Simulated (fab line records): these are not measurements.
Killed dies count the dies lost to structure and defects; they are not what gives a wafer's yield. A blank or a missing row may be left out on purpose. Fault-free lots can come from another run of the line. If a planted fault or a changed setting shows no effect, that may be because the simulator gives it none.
fab line records ; flow gf180mcu
[record] lots = 6; wafers = 18; lastDay = 34
route steps=602 shown CONTACT@287
lots that met no fault: taken from a fault-free run of the same line
startH: hours from the record's opening day to when the first of the lot's shown wafers began ; waitH: hours since the lot's step before ; " the same as in the row above ; L1.1+2: a row that stands for several wafers ; - no value present, or no start provided ; * or withheld: withheld ; < > ~ a bound
route shown NAME@n: NAME is a module with steps in the file, n the number in the route of the first one ; usual: mean/standard deviation of fault-free wafers ; same: alike in all rows ; chamber/n: place in a boat ; sites: each site's reading ; _std_site: their standard deviation ; _edge_site: inner sites' mean taken away from outer sites' mean ; radiusMm: for every site, how far away it sits from the centre of the wafer ; mask NAME#n: copy n ; behind: the most recent tool/chamber to have shaped the wafer ; hold: what put the lot on hold/how long, in hours/how the hold closed ; device: the transistor (n, p or np) that didn't switch ; end of line: the same wafers' tests at the end of the route ; for a step that has no rows: nothing shown but its recipe ; killed: dies lost to structure and defects at the first sort, not the wafer's yield ; map: per-die view of a wafer (x killed, . not killed, _ where there is no die)
set.NAME: the setting that was run; set.NAME@STEP: the one run at that earlier step ; model.NAME: the simulator's own value behind a step, which no gauge read
lots at selected steps of the route; one table per step, one row per wafer
services: when a tool's chamber went out of use (startH, in hours from the record's first day, below 0 if earlier), for how many hours, and the reason
[[steps]]
[step GF_CONTACT_CVD_00]
[recipe] material = SiO2; targetThkNm = 300; sigmaOpenFrac = 0.3; tempC = 400; timeS = 50; sih4FlowSccm = 60; pressureMtorr = 6
[step GF_CONTACT_THK_MEAS_01]
[recipe] reads = SiO2_of_CONTACT_CVD_00
[usual] CONTACT_CVD_00_THK = 300/3.1
lot.wafer;tool;chamber;startH;waitH;CONTACT_CVD_00_THK[nm]
L423.2;filmMetro-04;-;374.75;0.1;301
L423.3;filmMetro-04;-;374.75;0.1;304
L423.4;filmMetro-04;-;374.75;0.1;304
L425.3;filmMetro-01;-;404.27;0.0;301
L425.4;filmMetro-01;-;404.27;0.0;301
L425.6;filmMetro-01;-;404.27;0.0;303
L426.2;filmMetro-01;-;407.41;0.0;298
L426.5;filmMetro-01;-;407.41;0.0;300
L426.6;filmMetro-01;-;407.41;0.0;299
L435.2;filmMetro-01;-;483.64;0.0;302
L435.4;filmMetro-01;-;483.64;0.0;302
L435.6;filmMetro-01;-;483.64;0.0;299
L441.3;filmMetro-02;-;530.55;0.0;306
L441.5;filmMetro-02;-;530.55;0.0;304
L441.6;filmMetro-02;-;530.55;0.0;303
L442.1;filmMetro-01;-;532.30;0.0;294
L442.5;filmMetro-01;-;532.30;0.0;299
L442.6;filmMetro-01;-;532.30;0.0;295
[step GF_CONTACT_CVD_02]
[recipe] material = SiO2; targetThkNm = 860; precursor = TEOS; tempC = 400; timeS = 95.992; rfW = 600
[usual] heaterPowerW = 637/90
lot.wafer;tool;chamber;startH;waitH;heaterPowerW
L423.2;pecvd-01;1;374.80;0.0;666
L423.3;pecvd-01;2;374.80;0.0;670
L423.4;pecvd-01;1;374.80;0.0;690
L425.3;pecvd-01;0;404.31;0.0;557
L425.4;pecvd-01;2;404.31;0.0;563
L425.6;pecvd-01;0;404.31;0.0;585
L426.2;pecvd-02;1;407.46;0.0;656
L426.5;pecvd-02;2;407.46;0.0;594
L426.6;pecvd-02;0;407.46;0.0;824
L435.2;pecvd-02;2;483.69;0.0;699
L435.4;pecvd-02;1;483.69;0.0;542
L435.6;pecvd-02;2;483.69;0.0;732
L441.3;pecvd-04;2;530.59;0.0;485
L441.5;pecvd-04;2;530.59;0.0;524
L441.6;pecvd-04;0;530.59;0.0;578
L442.1;pecvd-01;1;532.36;0.1;630
L442.5;pecvd-01;2;532.36;0.1;697
L442.6;pecvd-01;0;532.36;0.1;566
[step GF_CONTACT_THK_MEAS_03]
[recipe] reads = SiO2_of_CONTACT_CVD_02
[usual] CONTACT_CVD_02_THK = 859/11
lot.wafer;tool;chamber;startH;waitH;CONTACT_CVD_02_THK[nm]
L423.2;filmMetro-01;-;374.88;0.0;848
L423.3;filmMetro-01;-;374.88;0.0;842
L423.4;filmMetro-01;-;374.88;0.0;869
L425.3;filmMetro-02;-;404.43;0.1;866
L425.4;filmMetro-02;-;404.43;0.1;875
L425.6;filmMetro-02;-;404.43;0.1;887
L426.2;filmMetro-02;-;407.54;0.0;839
L426.5;filmMetro-02;-;407.54;0.0;851
L426.6;filmMetro-02;-;407.54;0.0;843
L435.2;filmMetro-04;-;483.77;0.0;867
L435.4;filmMetro-04;-;483.77;0.0;861
L435.6;filmMetro-04;-;483.77;0.0;854
L441.3;filmMetro-04;-;530.68;0.1;859
L441.5;filmMetro-04;-;530.68;0.1;871
L441.6;filmMetro-04;-;530.68;0.1;874
L442.1;filmMetro-04;-;532.43;0.0;844
L442.5;filmMetro-04;-;532.43;0.0;858
L442.6;filmMetro-04;-;532.43;0.0;855
[step GF_CONTACT_CMP_04]
[recipe] material = SiO2; downForcePsi = 4; platenRpm = 60; padVelocityMS = 0.94248
[usual] motorCurrentA = 12.8/1.1; timeToEndpointS = 113/6.7
lot.wafer;tool;chamber;startH;waitH;motorCurrentA;timeToEndpointS
L423.3;cmp-01;3;375.08;0.2;11.6;102
L423.2;cmp-01;0;375.08;0.2;12.6;113
L423.4;cmp-01;1;375.08;0.2;13.2;116
L425.4;cmp-01;3;404.52;0.1;11.8;123
L425.3;cmp-01;0;404.52;0.1;13.0;121
L425.6;cmp-01;3;404.52;0.1;11.4;126
L426.2;cmp-01;2;407.59;0.0;10.3;107
L426.5;cmp-01;2;407.59;0.0;11.4;115
L426.6;cmp-01;3;407.59;0.0;12.1;107
L435.4;cmp-02;2;483.87;0.1;13.7;110
L435.2;cmp-02;0;483.87;0.1;12.2;109
L435.6;cmp-02;1;483.87;0.1;14.5;108
L441.3;cmp-01;0;530.77;0.1;12.6;117
L441.5;cmp-01;3;530.77;0.1;12.2;118
L441.6;cmp-01;0;530.77;0.1;12.9;128
L442.1;cmp-01;3;532.49;0.1;12.0;111
L442.5;cmp-01;3;532.49;0.1;11.8;119
L442.6;cmp-01;0;532.49;0.1;12.3;119
[step GF_CONTACT_BOW_MEAS_05]
[recipe] mode = bow
[usual] CONTACT_BOW = 65/6.4
lot.wafer;tool;chamber;startH;waitH;CONTACT_BOW[um]
L423.2;filmMetro-01;-;375.40;0.2;66
L423.3;filmMetro-01;-;375.40;0.2;70
L423.4;filmMetro-01;-;375.40;0.2;72
L425.3;filmMetro-01;-;404.81;0.2;66
L425.4;filmMetro-01;-;404.81;0.2;57
L425.6;filmMetro-01;-;404.81;0.2;65
L426.2;filmMetro-02;-;407.91;0.3;63
L426.5;filmMetro-02;-;407.91;0.3;69
L426.6;filmMetro-02;-;407.91;0.3;56
L435.2;filmMetro-01;-;484.14;0.1;72
L435.4;filmMetro-01;-;484.14;0.1;74
L435.6;filmMetro-01;-;484.14;0.1;65
L441.3;filmMetro-04;-;531.06;0.2;59
L441.5;filmMetro-04;-;531.06;0.2;83
L441.6;filmMetro-04;-;531.06;0.2;57
L442.1;filmMetro-02;-;532.79;0.2;51
L442.5;filmMetro-02;-;532.79;0.2;55
L442.6;filmMetro-02;-;532.79;0.2;64
[step GF_CONTACT_DEHYDRATE_06]
[recipe] tempC = 200; timeS = 60
[step GF_CONTACT_HMDS_07]
[recipe] primeTimeS = 60; primeTempC = 120
[step GF_CONTACT_COAT_08]
[recipe] resist = BARC; tempC = withheld; timeS = withheld; spinRpm = withheld; resistThkNm = withheld
[step GF_CONTACT_COAT_09]
[recipe] resist = KrF; spinRpm = withheld; resistThkNm = 1000
[step GF_CONTACT_SOFTBAKE_10]
[recipe] tempC = 130; timeS = 60; resist = KrF
[step GF_CONTACT_EXPOSE_11]
[recipe] maskId = Contact; targetCdNm = 220; na = 0.68; sourceShape = conventional; sigmaOuter = 0.6; doseMj = 38
[step GF_CONTACT_PEB_12]
[recipe] pebTempC = 135; pebTimeS = 90; resist = KrF
[usual] chillPlateTempC = 22.99/0.099; exhaustPa = 44.9/0.83
lot.wafer;tool;chamber;startH;waitH;chillPlateTempC;exhaustPa
L423.2;lithoTrack-04;0;398.64;-;23.02;45.2
L423.3;lithoTrack-04;0;398.64;-;22.98;44.0
L423.4;lithoTrack-04;0;398.64;-;22.84;44.6
L425.3;lithoTrack-02;-;427.75;-;-;-
L425.4;lithoTrack-02;-;427.75;-;-;-
L425.6;lithoTrack-02;-;427.75;-;-;-
L426.2;lithoTrack-03;-;431.85;-;-;-
L426.5;lithoTrack-03;-;431.85;-;-;-
L426.6;lithoTrack-03;-;431.85;-;-;-
L435.2;lithoTrack-02;0;507.17;-;23.01;44.6
L435.4;lithoTrack-02;0;507.17;-;23.00;44.4
L435.6;lithoTrack-02;0;507.17;-;22.89;44.2
L441.3;lithoTrack-02;0;553.55;-;22.94;44.8
L441.5;lithoTrack-02;0;553.55;-;23.09;44.4
L441.6;lithoTrack-02;0;553.55;-;23.01;43.4
L442.1;lithoTrack-02;0;555.38;-;23.02;44.6
L442.5;lithoTrack-02;0;555.38;-;22.92;44.7
L442.6;lithoTrack-02;0;555.38;-;23.16;45.3
[step GF_CONTACT_DEVELOP_13]
[recipe] developTimeS = 60; resist = KrF; devTempC = 21
[[services]]
tool;chamber;startH;hours;kind
cmp-02;-;351.23;0.8;repair
cmp-01;-;356.14;16.2;pm
cmp-02;-;373.80;11.0;pm
pecvd-02;2;374.48;2.7;repair
pecvd-01;-;378.33;0.4;repair
pecvd-04;0;380.44;3.5;repair
lithoTrack-04;-;396.96;-;consumableReplace:filter
cmp-02;-;404.27;4.0;pm
cmp-02;-;408.27;-;consumableReplace:conditioner
cmp-02;-;408.27;-;consumableReplace:pad
pecvd-01;1;414.07;2.5;repair
cmp-01;-;442.50;2.4;repair
cmp-02;-;462.89;5.3;repair
cmp-01;-;501.51;3.1;repair
cmp-02;-;527.75;6.4;pm
pecvd-04;-;535.93;4.3;pm
[[key]]
[firstSign] step = GF_CONTACT_PEB_12; reading = toolRecord; direction = missing
effect none on later readings
metAt GF_CONTACT_PEB_12
struckWafers L425.3,L425.4,L425.6,L426.2,L426.5,L426.6
laterRowsLeftOut L425.3,L425.4,L425.6,L426.2,L426.5,L426.6
sortLeftOut L425.3,L425.4,L425.6,L426.2,L426.5,L426.6
testerLeftOut L425,L426
[fault] kind = skippedStepWhole; tool = lithoTrack-02,lithoTrack-03; chamber = -; onsetH = 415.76; steps = GF_CONTACT_PEB_12; scope = struckLotsOnly
// testerLeftOut: of these lots the tester's yield and bins aren't shown, on N5 and GAA mostly nor the transistor test; their killed dies are dies lost to structure and defects alone, not to doping, threshold or leakage, so they don't give the yield
// sortLeftOut: the simulated sort isn't trusted on such a fault, so these wafers' sort isn't shown, and their yield isn't known
// laterRowsLeftOut: the simulator's readings of these wafers behind a module that went badly wrong aren't trusted and aren't shown, but for the sort
